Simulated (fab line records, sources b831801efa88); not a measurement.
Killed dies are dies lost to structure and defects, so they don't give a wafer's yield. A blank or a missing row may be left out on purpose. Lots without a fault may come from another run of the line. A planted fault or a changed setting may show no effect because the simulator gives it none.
Problem report in the 8D (eight disciplines) form, filled by code | flow sky130 | the parts of the form that need people (team, actions taken, sign-off) are left out

1. THE PROBLEM
NWELL_RS at SKY_NWELL_RS_MEAS_29 reads a mean of 616.2 ohm/sq on 6 wafers of 2 lots; wafers without a fault read 625.4 ohm/sq with a standard deviation of 1.6. That is -5.8 standard deviations from the usual mean.
The step: measures by four-point-probe.
First seen on wafer L741.4, day 7 11:32, on film_metro-03. The record holds 39 wafers of 13 lots with a number at this step. Rule for "out", or "out of limits": more than 4 standard deviations from the usual mean. The other wafers with a number count as sound.

2. WHAT IT IS AND WHAT IT IS NOT
question                    | is                           | is not
which readings at this step | NWELL_RS                     | -
which lots                  | L741, L742                   | L733, L736, L737, L739, L740, L744, L748, L750, L751, L753, L755
which wafers of those lots  | all that have a number       | -
read on which gauges        | film_metro-03, film_metro-04 | film_metro-02
when                        | from day 7 11:32             | up to then (15 sound wafers); but 18 sound wafers of L744, L748, L750, L751, L753, L755 came after

3. SUSPECTS, AND WHAT RULES EACH OUT
Counting: a tool at a process step up to the reading stays a suspect if it ran every lot that is out and no sound lot after the first of them.
- the gauge at SKY_NWELL_RS_MEAS_29: ruled out. The wafers that are out were read on 2 gauges (film_metro-03, film_metro-04).
- implanter-03 at SKY_NWELL_IMPLANT_13: ruled out as a lasting fault. Sound lots L755 ran on it after its first lot that is out, L741 (day 6 14:47).
Left after counting: nothing in the record.

4. THE CAUSE (what the simulator had put in)
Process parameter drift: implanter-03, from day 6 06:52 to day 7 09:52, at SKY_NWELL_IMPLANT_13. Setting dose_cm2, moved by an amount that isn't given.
Counting ruled it out, wrongly: the rule takes a fault to strike every lot that its tool runs from its start on, and this one did not.

5. THE CHAIN OF EFFECTS, in route order
Each row: a reading whose mean over the struck wafers that have a number lies more than 3 standard deviations from the usual. Only readings for which the record gives a usual standard deviation are gone through. hours: the time from each lot's start at the first step in this table that gives one to its start at this step, as a median over the lots. sigmas: the change in usual standard deviations.
hours | step                 | reading            | usual        | on struck wafers | change | sigmas
0     | SKY_NWELL_IMPLANT_13 | dose_ions_cm2      | 7e+11        | 1e+12            | +3e+11 | +99 or more
0     | SKY_NWELL_IMPLANT_13 | faraday_current_uA | 3.96         | 5.70             | +1.74  | +22
20    | SKY_NWELL_RS_MEAS_29 | NWELL_RS           | 625.4 ohm/sq | 616.2            | -9.2   | -5.8
The process steps in it:
- SKY_NWELL_IMPLANT_13
Later measuring or inspecting steps at which every struck wafer that the step has a row for has a number for every such reading, and none has moved that far: SKY_VT_ADJUST_LVTN_OVL_MEAS_07, SKY_VT_ADJUST_LVTN_TW_MEAS_10.

6. WHAT WOULD HAVE CAUGHT IT SOONER
In this record the first reading out of limits at a measuring or inspecting step was taken at day 7 11:32, 29 hours after the fault began at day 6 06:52.
The tool's own readings at SKY_NWELL_IMPLANT_13 were out on every struck wafer that the step has a row for (dose_ions_cm2, faraday_current_uA): an alarm limit on them would have fired on the first of those.
